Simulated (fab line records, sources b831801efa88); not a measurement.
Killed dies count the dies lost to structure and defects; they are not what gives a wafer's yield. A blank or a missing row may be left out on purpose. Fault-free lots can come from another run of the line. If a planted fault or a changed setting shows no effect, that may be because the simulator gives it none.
Matching of chambers    flow sky130    rie diel-02 running SKY_VIA3_ETCH_14: 4 sister chambers
The step etches BARC in N2/H2, stops on SiO2, time 45.9 s, target depth 60 nm. 7 wafers are shown with their chamber, then 8 later ones without.

## WAFERS, EACH WITH ITS CHAMBER
wafer   chamber  throttle valve pct (%)  oes product au (a.u.)
L079.5  1        13.221                  0.852
L082.6  0        13.227                  0.862
L085.5  3        13.219                  0.858
L087.1  2        13.219                  0.857
L087.3  0        13.219                  0.854
L087.6  3        13.214                  0.848
L090.2  2        13.237                  0.847

## WAFERS WHOSE CHAMBER IS MISSING
wafer   throttle valve pct (%)  oes product au (a.u.)
L090.3  13.219                  0.855
L090.5  13.233                  0.855
L092.1  13.224                  0.855
L092.3  13.245                  0.862
L092.5  13.225                  0.852
L096.3  13.225                  0.854
L096.4  13.230                  0.846
L096.5  13.241                  0.846

## WHICH CHAMBER EACH ONE RAN IN
wafer   from the rows above                in truth
L090.3  can't be placed: 3 or 1 or 0 or 2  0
L090.5  can't be placed: 2 or 0 or 1 or 3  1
L092.1  can't be placed: 0 or 1 or 2 or 3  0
L092.3  can't be placed: 2 or 0 or 1 or 3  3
L092.5  can't be placed: 2 or 1 or 0 or 3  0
L096.3  can't be placed: 2 or 1 or 0 or 3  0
L096.4  can't be placed: 2 or 1 or 3 or 0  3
L096.5  can't be placed: 2 or 1 or 0 or 3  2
Correctly placed: 0 of 8. From these rows, 8 cannot be placed; in 8 the true chamber is one of the candidates. Placed wrongly: 0.
How it was worked out, from the rows above alone: a wafer's distance from a chamber is the root of the sum, over the readings, of the square of ((its reading less the chamber's mean) divided by the reading's scatter). If the next closest chamber is less than 2 further off than the closest, the wafer can't be placed; otherwise it belongs to the closest. A chamber's mean is the mean of its shown wafers. The scatter: take each reading less its chamber's mean, square it, sum over the shown wafers, divide by the number of wafers less the number of chambers, and take the root.
